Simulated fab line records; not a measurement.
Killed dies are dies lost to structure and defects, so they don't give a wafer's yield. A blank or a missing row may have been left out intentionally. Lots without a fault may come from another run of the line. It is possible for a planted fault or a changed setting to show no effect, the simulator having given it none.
fab line records    flow sky130
[record] lots = 6  wafers = 18  last-day = 50
route steps=708 shown LDD_N@238 PAD_OPEN@708
lots that met no fault: from a run of the same line without faults
start-h: the number of hours between the record's first day and the start of the first shown wafer of the lot    wait-h: hours elapsed since this lot's preceding step    " unchanged from the row above    L1.1+2: a row that stands for several wafers    - value missing, or start not given    * or withheld: withheld    < > ~ a bound
route shown NAME@n: NAME is a module with steps in the file, n the number in the route of the first one    usual: mean and standard deviation over wafers with no fault    same: alike in all rows    chamber/n: place in a boat    sites: each site's reading    _std_site: the values' standard deviation    _edge_site: mean of outer sites minus mean of inner sites    radius-mm: for every site, how far away it sits from the centre of the wafer    mask NAME#n: copy n    behind: tool/chamber where the wafer was last shaped    hold: what put the lot on hold/how long, in hours/how the hold closed    device: the n, p or np transistor that did not switch    end of line: at the end of the route, the tests of the same wafers    for a step that has no rows: nothing shown but its recipe    killed: the dies lost at the first sort to structure and to defects; this is not the yield of the wafer    map: a wafer's dies, marking killed ones x, the rest . and places with no die _
set.NAME: the setting the step ran with; set.NAME@STEP: the setting that earlier step ran with    model.NAME: the simulator's own value behind a step, which no gauge read
lots at some steps of the route; a table a step, a row a wafer
services: the hour from which a tool's chamber was out of use, counted from the record's first day as start-h (under 0 if before that day), plus the number of hours and why
[[steps]]
[step SKY_LDD_N_HMDS_01]
[recipe] prime-time-s = 60  prime-temp-c = 120
[step SKY_LDD_N_COAT_02]
[recipe] resist = NOVOLAK  spin-rpm = 3000  resist-thk-nm = 300
[step SKY_LDD_N_SOFTBAKE_03]
[recipe] temp-c = 90  time-s = 57.01  resist = NOVOLAK
[step SKY_LDD_N_EXPOSE_04]
[recipe] mask-id = NTM  target-cd-nm = 840  na = 0.6  source-shape = conventional  sigma-outer = 0.6  dose-mj = 110
[step SKY_LDD_N_PEB_05]
[recipe] temp-c = withheld  time-s = *  resist = NOVOLAK
[step SKY_LDD_N_DEVELOP_06]
[recipe] develop-time-s = 60  dev-temp-c = 23
[step SKY_LDD_N_OVL_MEAS_07]
[usual] LDD_N_OVL = -1.4/1.3
lot.wafer  tool        chamber  start-h  wait-h  LDD_N_OVL[nm]
L506.2     overlay-01  -        465.22   0.1     -0.2
L506.3     "           -        "        "       -3.7
L506.5     "           -        "        "       1.2
L508.1     overlay-01  -        470.52   0.1     -2.6
L508.5     "           -        "        "       -1.6
L508.6     "           -        "        "       -0.6
L519.1     overlay-02  -        543.56   0.1     -1.9
L519.3     "           -        "        "       -3.0
L519.4     "           -        "        "       -3.9
L521.1     overlay-02  -        570.21   0.1     -1.5
L521.3     "           -        "        "       -3.0
L521.5     "           -        "        "       -3.7
L523.4     overlay-02  -        571.83   0.1     1.0
L523.5     "           -        "        "       1.2
L523.6     "           -        "        "       0.9
L524.3     overlay-02  -        589.43   0.1     -3.0
L524.4     "           -        "        "       -2.5
L524.6     "           -        "        "       -3.1
[step SKY_LDD_N_IMPLANT_08]
[recipe] species = As  energy-kev = 20  dose-cm2 = 7.5e+13  tilt-deg = withheld  rotation-deg = 23
[step SKY_LDD_N_IMPLANT_09]
[recipe] species = As  energy-kev = 20  dose-cm2 = 7.5e+13  tilt-deg = withheld  rotation-deg = 113
[step SKY_LDD_N_IMPLANT_10]
[recipe] species = As  energy-kev = 20  dose-cm2 = 7.5e+13  tilt-deg = withheld  rotation-deg = 203
[step SKY_LDD_N_IMPLANT_11]
[recipe] species = As  energy-kev = 20  dose-cm2 = 7.5e+13  tilt-deg = withheld  rotation-deg = 293
[step SKY_LDD_N_IMPLANT_12]
[recipe] species = BF2  energy-kev = 50  dose-cm2 = 5e+12  tilt-deg = 30  rotation-deg = 0
[step SKY_LDD_N_IMPLANT_13]
[recipe] species = BF2  energy-kev = 50  dose-cm2 = 5e+12  tilt-deg = 30  rotation-deg = 90
[usual] beam-energy-keV = 50.000/0.015  end-station-pressure-torr = 5.02e-06/2.7e-07
lot.wafer  tool          chamber  start-h  wait-h  beam-energy-keV  end-station-pressure-torr  model.implant.drp-nm
L506.2     implanter-02  0        466.03   0.1     51.253           4.81e-06                   19.18
L506.3     "             0        "        "       51.288           5.1e-06                    19.18
L506.5     "             0        "        "       51.277           4.83e-06                   19.18
L508.1     implanter-02  0        471.30   0.1     51.276           5e-06                      19.18
L508.5     "             0        "        "       51.269           5.26e-06                   19.18
L508.6     "             0        "        "       51.291           4.94e-06                   19.18
L519.1     implanter-02  0        544.34   0.1     50.025           4.7e-06                    18.83
L519.3     "             0        "        "       50.003           4.89e-06                   18.83
L519.4     "             0        "        "       50.004           4.41e-06                   18.83
L521.1     implanter-04  0        571.04   0.1     49.991           5.12e-06                   18.83
L521.3     "             0        "        "       49.992           5.25e-06                   18.83
L521.5     "             0        "        "       49.994           4.89e-06                   18.83
L523.4     implanter-02  0        572.67   0.1     49.998           4.8e-06                    18.83
L523.5     "             0        "        "       50.015           5.43e-06                   18.83
L523.6     "             0        "        "       50.007           5.07e-06                   18.83
L524.3     implanter-02  0        590.25   0.1     50.019           4.71e-06                   18.83
L524.4     "             0        "        "       50.028           5.16e-06                   18.83
L524.6     "             0        "        "       50.033           5.42e-06                   18.83
[step SKY_LDD_N_IMPLANT_14]
[recipe] species = BF2  energy-kev = 50  dose-cm2 = 5e+12  tilt-deg = 30  rotation-deg = 180
[step SKY_PAD_OPEN_PROBE_99]
[usual] defect-limited-yield = 82.8/1.9  killed_at_M0_to_M3 = 43/7.5  killed_at_M4_up = 2.8/1.8  killed-at-contacts = 24/5.3  killed-at-front-end = 14/4.2  killed-at-other = 0.3/0.54  killed-dies = 84/9.4  killed-open = 46/7.1  killed-short = 38/6.6  sort_bin_3_pad_short = 0.8/0.42  sort_bin_5_function = 10.1/1.4  sort_bin_6_memory = 6.2/1.1  sort-n-pass = 408/9.4  sort-yield-pct = 82.8/1.9
[same] gross-dies = 492  killed-at-back-side = 0  sort_bin_4_leakage[%] = 0  sort_bin_8_speed[%] = 0
lot.wafer  tool       chamber  start-h  wait-h  defect-limited-yield[%]  killed_at_M0_to_M3  killed_at_M4_up  killed-at-contacts  killed-at-front-end  killed-at-other  killed-dies  killed-open  killed-short  sort_bin_3_pad_short[%]  sort_bin_5_function[%]  sort_bin_6_memory[%]  sort-n-pass  sort-yield-pct[%]
L519.1     prober-02  -        1168.98  0.1     83.9                     28                  4                34                  13                   0                79           45           34            0.4                      9.3                     6.3                   413          83.9
L519.3     prober-02  -        1169.08  0.2     85.2                     48                  0                20                  4                    1                73           36           37            0.4                      8.9                     5.5                   419          85.2
L519.4     prober-02  -        1169.13  0.2     83.5                     40                  5                30                  6                    0                81           42           39            0                        9.8                     6.7                   411          83.5
L521.1     prober-01  -        1182.43  0.1     81.7                     52                  2                25                  11                   0                90           47           43            0.8                      12.4                    5.1                   402          81.7
L521.3     prober-01  -        1182.53  0.2     85.8                     41                  1                15                  13                   0                70           37           33            0.6                      7.3                     6.3                   422          85.8
L521.5     prober-01  -        1182.63  0.2     83.9                     34                  2                29                  14                   0                79           45           34            0.6                      8.7                     6.7                   413          83.9
// killed by level:class
L519.1 CONTACT:geometric-particle:open=12 LI_CONTACT:geometric-particle:open=7 METAL2:geometric-particle:short=7 CONTACT:geometric-particle:short=6 VIA2:geometric-particle:open=6 VIA1:geometric-particle:open=5 FIELD_ISO:geometric-particle:open=4 VIA3:geometric-particle:open=4
L519.3 VIA2:geometric-particle:open=9 VIA1:geometric-particle:open=8 LI_CONTACT:geometric-particle:open=5 LOCAL_INTERCONNECT:geometric-particle:short=5 CONTACT:geometric-particle:open=5 VIA3:geometric-particle:short=5 METAL2:geometric-particle:short=5 VIA3:geometric-particle:open=5
L519.4 CONTACT:geometric-particle:open=10 LI_CONTACT:geometric-particle:open=9 VIA1:geometric-particle:open=8 METAL2:geometric-particle:short=8 VIA3:geometric-particle:open=6 LI_CONTACT:geometric-particle:short=4 LOCAL_INTERCONNECT:geometric-particle:short=4 METAL1:geometric-particle:short=4
L521.1 VIA2:geometric-particle:open=10 LI_CONTACT:geometric-particle:open=9 VIA1:geometric-particle:open=9 CONTACT:geometric-particle:open=6 METAL1:geometric-particle:short=6 FIELD_ISO:geometric-particle:short=5 VIA1:geometric-particle:short=5 METAL2:geometric-particle:short=5
L521.3 VIA2:geometric-particle:open=9 VIA1:geometric-particle:short=8 CONTACT:geometric-particle:open=8 FIELD_ISO:geometric-particle:short=7 VIA1:geometric-particle:open=7 METAL2:geometric-particle:short=4 CONTACT:geometric-particle:short=3 METAL2:geometric-particle:open=3
L521.5 CONTACT:geometric-particle:open=13 VIA3:geometric-particle:open=8 LI_CONTACT:geometric-particle:open=7 CONTACT:geometric-particle:short=5 VIA1:geometric-particle:open=5 FIELD_ISO:geometric-particle:open=4 VIA1:geometric-particle:short=4 METAL3:geometric-particle:short=4
[[services]]
tool          chamber  start-h  hours  kind
implanter-02  -        476.90   1.1    repair
implanter-02  -        506.71   2.6    pm
implanter-04  -        518.85   3.8    pm
implanter-02  -        567.07   3.6    repair
implanter-04  -        575.30   0.6    repair
implanter-04  -        587.77   6.3    repair
[[key]]
[first-sign] step = SKY_LDD_N_IMPLANT_13  reading = beam-energy-keV  direction = up  sigmas = 82  usual = *  struck = *
effect none on later readings
[model-effect] step = SKY_LDD_N_IMPLANT_13  value = implant.drp-nm  without = 18.83  struck = 19.18
met-at SKY_LDD_N_IMPLANT_13
struck-wafers L506.2,L506.3,L506.5,L508.1,L508.5,L508.6
rows-end L506.2,L506.3,L506.5,L508.1,L508.5,L508.6
[fault] kind = process-parameter-drift  tool = implanter-02  chamber = -  onset-h = 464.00  steps = SKY_LDD_N_IMPLANT_13  channel = energy-kev  offset = *  shape = step  end-h = 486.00  acts-in = *  stated = *
// rows-end: these wafers met a further fault down the route, and their rows from its step on are left out
